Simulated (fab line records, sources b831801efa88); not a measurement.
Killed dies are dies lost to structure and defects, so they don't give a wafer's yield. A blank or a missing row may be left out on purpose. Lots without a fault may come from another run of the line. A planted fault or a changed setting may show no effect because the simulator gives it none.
Chamber matching | flow sky130 | SKY_VIA3_ETCH_15 on rie_diel-04: 4 sister chambers
The step etches SiO2 in C4F8/O2/Ar, stops on TiN, target depth 507 nm, time 78 s. 8 wafers are shown with their chamber, then 12 later ones without.

WAFERS WITH THEIR CHAMBER
wafer  | chamber | oes_product_au (a.u.)
L081.6 | 3       | 0.941
L083.1 | 2       | 0.947
L083.4 | 3       | 0.942
L085.4 | 2       | 0.943
L088.5 | 1       | 0.946
L089.3 | 1       | 0.947
L089.4 | 0       | 0.949
L089.6 | 0       | 0.949

WAFERS WITHOUT THEIR CHAMBER
wafer  | oes_product_au (a.u.)
L091.2 | 0.951
L091.4 | 0.942
L091.6 | 0.948
L094.4 | 0.941
L094.5 | 0.944
L094.6 | 0.943
L095.3 | 0.947
L095.5 | 0.944
L095.6 | 0.940
L096.3 | 0.954
L096.4 | 0.942
L096.5 | 0.943

WHICH CHAMBER EACH WENT THROUGH
wafer  | from the rows above          | in truth
L091.2 | can't be placed: 0 or 1      | 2
L091.4 | can't be placed: 3 or 2      | 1
L091.6 | can't be placed: 0 or 1 or 2 | 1
L094.4 | 3                            | 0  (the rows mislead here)
L094.5 | can't be placed: 2 or 1 or 3 | 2
L094.6 | can't be placed: 3 or 2 or 1 | 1
L095.3 | can't be placed: 1 or 0 or 2 | 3
L095.5 | can't be placed: 2 or 1 or 3 | 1
L095.6 | 3                            | 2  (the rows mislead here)
L096.3 | can't be placed: 0 or 1      | 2
L096.4 | can't be placed: 3 or 2      | 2
L096.5 | can't be placed: 3 or 2 or 1 | 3
Placed correctly: 0 of 12. Can't be placed from these rows: 10 (the true chamber is among the candidates in 6). Placed wrongly: 2.
How it was worked out, from the rows above alone: a wafer's distance from a chamber is the root of the sum, over the readings, of the square of ((its reading less the chamber's mean) divided by the reading's scatter). The wafer belongs to the nearest chamber; if the next one is less than 2 further off, it can't be placed. A chamber's mean is the mean of its shown wafers. The scatter: the root of (the sum of the squares of (reading less its chamber's mean) over the shown wafers, divided by (wafers less chambers)).
